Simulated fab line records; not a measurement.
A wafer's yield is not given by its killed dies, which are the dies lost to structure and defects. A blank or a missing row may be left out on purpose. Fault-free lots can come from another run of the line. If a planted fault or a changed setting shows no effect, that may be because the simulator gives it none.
Chamber matching :: flow sfq_line :: SFQ_TRILAYER_I2_CMP_CMP_064 on cmp-02 has 4 sister chambers
The step polishes SiO2. 4 wafers are shown with their chamber, then 9 later ones without.

WAFERS WITH THEIR CHAMBER
wafer: L630.2
chamber: 2
motor_current_A (A): 10.6

wafer: L637.4
chamber: 3
motor_current_A (A): 10.0

wafer: L638.4
chamber: 1
motor_current_A (A): 13.7

wafer: L638.5
chamber: 0
motor_current_A (A): 8.6

WAFERS WITH NO CHAMBER GIVEN
wafer: L640.2
motor_current_A (A): 9.6

wafer: L640.3
motor_current_A (A): 10.1

wafer: L640.6
motor_current_A (A): 13.9

wafer: L642.3
motor_current_A (A): 8.7

wafer: L642.4
motor_current_A (A): 10.8

wafer: L642.6
motor_current_A (A): 13.2

wafer: L649.3
motor_current_A (A): 10.0

wafer: L651.1
motor_current_A (A): 9.8

wafer: L651.4
motor_current_A (A): 10.2

CHAMBER TAKEN BY EACH
wafer: L640.2
from the rows above: 3
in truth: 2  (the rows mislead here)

wafer: L640.3
from the rows above: can't be placed: 3 or 2
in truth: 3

wafer: L640.6
from the rows above: 1
in truth: 1

wafer: L642.3
from the rows above: 0
in truth: 0

wafer: L642.4
from the rows above: 2
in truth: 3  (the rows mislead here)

wafer: L642.6
from the rows above: 1
in truth: 1

wafer: L649.3
from the rows above: 3
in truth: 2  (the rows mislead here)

wafer: L651.1
from the rows above: 3
in truth: 3

wafer: L651.4
from the rows above: can't be placed: 3 or 2
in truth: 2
4 of 9 placed correctly. Unplaceable from these rows: 2, with the true chamber sitting among the candidates in 2. Wrongly placed: 3.
How it was worked out, from the rows above alone: a wafer's distance from a chamber is the root of the sum, over the readings, of the square of ((its reading less the chamber's mean) divided by the reading's scatter). If the next closest chamber is less than 2 further off than the closest, the wafer can't be placed; otherwise it belongs to the closest. For every chamber, the mean is computed from those of its wafers that are shown. The scatter: with one shown wafer a chamber, the root of the mean of the squares of how far each hidden wafer lies from its nearest shown one.
